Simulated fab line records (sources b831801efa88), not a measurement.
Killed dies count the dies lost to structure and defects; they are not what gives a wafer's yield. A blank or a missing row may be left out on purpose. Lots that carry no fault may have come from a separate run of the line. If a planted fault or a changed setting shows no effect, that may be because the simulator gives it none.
Which of the tools did it? | flow gf180mcu | 39 wafers from 13 lots sampled at 5 of the route's 602 steps

WHAT THE GAUGES READ, wafer by wafer
GF_VT_IMPLANT_TW_MEAS_21. Usual: VT_IMPLANT_2_TW typically reads 1209, with standard deviation 7.9.
lot  | measured     | on           | VT_IMPLANT_2_TW | flag
L634 | day 6 05:05  | filmMetro-03 | 1225 1219 1222  | 
L636 | day 6 19:08  | filmMetro-03 | 1217 1221 1219  | 
L637 | day 7 02:08  | filmMetro-04 | 1203 1201 1194  | 
L638 | day 7 06:29  | filmMetro-04 | 1197 1203 1207  | 
L639 | day 7 14:50  | filmMetro-03 | 1215 1217 1222  | 
L640 | day 8 01:14  | filmMetro-01 | 1212 1208 1207  | 
L641 | day 8 03:35  | filmMetro-01 | 1209 1212 1211  | 
L645 | day 9 04:47  | filmMetro-01 | 1217 1215 1211  | 
L646 | day 9 10:42  | filmMetro-01 | 1216 1209 1211  | 
L649 | day 10 05:14 | filmMetro-01 | 1207 1212 1204  | 
L650 | day 10 11:17 | filmMetro-04 | 1199 1211 1206  | 
L655 | day 12 00:56 | filmMetro-01 | 1203 1212 1219  | 
L656 | day 12 02:20 | filmMetro-01 | 1206 1207 1205  | 

GF_HV_LDD_CD_MEAS_46: target cd 400 nm. Usual: cdNm reads 399.8 nm (standard deviation 2.3).
lot  | measured     | on       | cdNm (nm)         | flag
L634 | day 12 08:50 | cdSem-02 | 401.1 401.7 399.6 | 
L636 | day 13 01:08 | cdSem-02 | 401.3 402.1 403.2 | 
L637 | day 13 09:25 | cdSem-02 | 403.9 405.6 405.2 | 
L638 | day 13 19:29 | cdSem-02 | 400.9 403.0 402.9 | 
L639 | day 14 01:34 | cdSem-01 | 400.4 400.0 401.2 | 
L640 | day 14 18:12 | cdSem-01 | 398.7 398.1 400.0 | 
L641 | day 14 17:54 | cdSem-01 | 397.5 397.2 397.2 | 
L645 | day 16 02:19 | cdSem-02 | 396.0 395.9 395.0 | 
L646 | day 16 09:53 | cdSem-01 | 403.9 403.6 402.7 | 
L649 | day 17 08:50 | cdSem-02 | 416.5 415.5 417.5 | OFF
L650 | day 17 17:44 | cdSem-01 | 417.3 418.0 416.8 | OFF
L655 | day 19 15:00 | cdSem-01 | 401.6 399.7 398.4 | 
L656 | day 19 21:25 | cdSem-02 | 399.7 400.6 400.5 | 

GF_NSD_TW_MEAS_12. Usual: NSD_TW typically reads 4219, with standard deviation 31.
lot  | measured     | on           | NSD_TW         | flag
L634 | day 13 07:47 | filmMetro-04 | 4189 4168 4210 | 
L636 | day 14 00:53 | filmMetro-04 | 4226 4225 4201 | 
L637 | day 14 09:45 | filmMetro-04 | 4205 4217 4216 | 
L638 | day 14 20:29 | filmMetro-04 | 4217 4219 4206 | 
L639 | day 15 01:48 | filmMetro-04 | 4203 4191 4199 | 
L640 | day 15 20:44 | filmMetro-04 | 4223 4201 4230 | 
L641 | day 15 19:33 | filmMetro-01 | 4201 4214 4211 | 
L645 | day 17 05:03 | filmMetro-01 | 4210 4236 4232 | 
L646 | day 17 12:07 | filmMetro-04 | 4180 4170 4177 | 
L649 | day 18 12:50 | filmMetro-04 | 4156 4176 4190 | 
L650 | day 18 21:35 | filmMetro-01 | 4220 4188 4216 | 
L655 | day 20 17:59 | filmMetro-03 | 4250 4244 4218 | 
L656 | day 21 00:42 | filmMetro-04 | 4191 4204 4187 | 

WHAT TOOL EACH LOT RAN ON (gives the tool, then ch and the chambers of the sampled wafers, and finally the start)
lot  | GF_DUAL_GATE_STRIP_13               | GF_HV_LDD_EXPOSE_43
L634 | plasmaAsher-01 ch 0, day 8 06:28    | ilineStepper-01 ch 0, day 11 23:16
L636 | plasmaAsher-01 ch 0,1, day 8 23:25  | ilineStepper-02 ch 0, day 12 15:19
L637 | plasmaAsher-02 ch 0,1, day 9 07:01  | ilineStepper-02 ch 0, day 12 23:58
L638 | plasmaAsher-02 ch 0,1, day 9 10:13  | ilineStepper-02 ch 0, day 13 09:05
L639 | plasmaAsher-02 ch 0,1, day 9 19:04  | ilineStepper-01 ch 0, day 13 15:15
L640 | plasmaAsher-01 ch 1, day 10 07:11   | ilineStepper-02 ch 0, day 14 07:22
L641 | plasmaAsher-03 ch 0,1, day 10 09:28 | ilineStepper-01 ch 0, day 14 07:03
L645 | plasmaAsher-01 ch 0,1, day 11 13:12 | ilineStepper-02 ch 0, day 15 15:04
L646 | plasmaAsher-02 ch 0,1, day 11 18:33 | ilineStepper-02 ch 0, day 15 23:17
L649 | plasmaAsher-02 ch 0,1, day 12 15:31 | ilineStepper-01 ch 0, day 16 21:56
L650 | plasmaAsher-03 ch 0,1, day 12 22:08 | ilineStepper-01 ch 0, day 17 06:17
L655 | plasmaAsher-01 ch 0,1, day 14 14:43 | ilineStepper-02 ch 0, day 19 03:01
L656 | plasmaAsher-02 ch 0,1, day 14 18:19 | ilineStepper-02 ch 0, day 19 09:07
- GF_DUAL_GATE_STRIP_13: strips in O2/N2.
- GF_HV_LDD_EXPOSE_43: exposes mask Pplus HV AREA, target cd 400 nm.

WHAT THE TOOLS THEMSELVES READ (means of the sampled wafers that have a number; where no wafer has one, the mark that the record gives instead)
GF_DUAL_GATE_STRIP_13. Usual: drypumpMotorCurrentA 6.32 A, standard deviation 0.27; heaterPowerW 347 W, standard deviation 30; oesProductAu 0.716 a.u., standard deviation 0.0048; stripTimeToEndpointS 12.66 s, standard deviation 0.037.
lot  | tool           | drypumpMotorCurrentA (A) | heaterPowerW (W) | oesProductAu (a.u.) | stripTimeToEndpointS (s) | flag
L634 | plasmaAsher-01 | 6.56                     | 354              | 0.718               | 12.70                    | 
L636 | plasmaAsher-01 | 6.53                     | 367              | 0.716               | 12.67                    | 
L637 | plasmaAsher-02 | 6.43                     | 360              | 0.717               | 12.66                    | 
L638 | plasmaAsher-02 | 6.27                     | 338              | 0.718               | 12.69                    | 
L639 | plasmaAsher-02 | 6.25                     | 336              | 0.716               | 12.69                    | 
L640 | plasmaAsher-01 | 6.51                     | 372              | 0.717               | 12.67                    | 
L641 | plasmaAsher-03 | 6.14                     | 317              | 0.718               | 12.66                    | 
L645 | plasmaAsher-01 | 6.55                     | 364              | 0.716               | 12.70                    | 
L646 | plasmaAsher-02 | 6.27                     | 335              | 0.717               | 12.64                    | 
L649 | plasmaAsher-02 | 6.44                     | 362              | 0.713               | 12.73                    | 
L650 | plasmaAsher-03 | 6.13                     | 318              | 0.713               | 12.63                    | 
L655 | plasmaAsher-01 | 6.54                     | 357              | 0.712               | 12.70                    | 
L656 | plasmaAsher-02 | 6.26                     | 339              | 0.717               | 12.67                    | 

GF_HV_LDD_EXPOSE_43. Usual: exposureDoseMJCm2 140.00, standard deviation 0.12; focusOffsetNm 0.1 nm, standard deviation 0.57.
lot  | tool            | exposureDoseMJCm2 | focusOffsetNm (nm) | flag
L634 | ilineStepper-01 | 140.09            | 0.1                | 
L636 | ilineStepper-02 | 140.03            | -0.1               | 
L637 | ilineStepper-02 | 139.94            | 1.0                | 
L638 | ilineStepper-02 | 140.10            | 0.0                | 
L639 | ilineStepper-01 | 140.00            | 0.5                | 
L640 | ilineStepper-02 | 140.03            | 1.0                | 
L641 | ilineStepper-01 | 139.80            | 0.3                | 
L645 | ilineStepper-02 | 140.00            | 0.0                | 
L646 | ilineStepper-02 | 139.97            | 0.3                | 
L649 | ilineStepper-01 | 149.17            | -0.3               | OFF
L650 | ilineStepper-01 | 149.32            | -0.1               | OFF
L655 | ilineStepper-02 | 140.14            | 0.1                | 
L656 | ilineStepper-02 | 139.87            | -0.3               | 

THE ANSWER, worked out from the rows above alone
Rule: lot off if the mean of its wafers having a number is beyond 3 standard deviations from the usual mean. Also off: a lot with no number at a reading for which 4 or more lots have one. The other lots that the step has rows for count as sound. The gauges are gone through in route order, then the tools' own readings, and for those a lot's mean is taken as printed above. At the first step where some lot is off, the reading lying furthest off is the one used; lots without a number count as furthest.
Off: L649, L650 (GF_HV_LDD_CD_MEAS_46, cdNm).
A tool fits if, at a process step before that reading, it ran every lot that is off, and no sound lot after the first of them. Not tried: the gauges at GF_HV_LDD_CD_MEAS_46; whatever is off there is also off at GF_HV_LDD_EXPOSE_43, on other tools, and gauge error can't account for it. One fits: GF_HV_LDD_EXPOSE_43 on ilineStepper-01. A fault onset in the window from L641 (day 14 07:03, its last sound lot) to L649 (day 16 21:56, its first lot off) fits.
The tool's own readings at GF_HV_LDD_EXPOSE_43 bear it out: on the lots that are off they differ by more than 5 times the standard deviation of the sound lots' means. exposureDoseMJCm2 reads 149.25 there against 140.00 on the sound lots.

WHAT WAS PUT IN BY THE SIMULATOR
Process parameter drift: ilineStepper-01, from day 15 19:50 on, at GF_HV_LDD_EXPOSE_43. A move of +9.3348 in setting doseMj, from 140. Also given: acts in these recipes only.
Lots struck among those shown: L649, L650. The rule above reached the same finding.
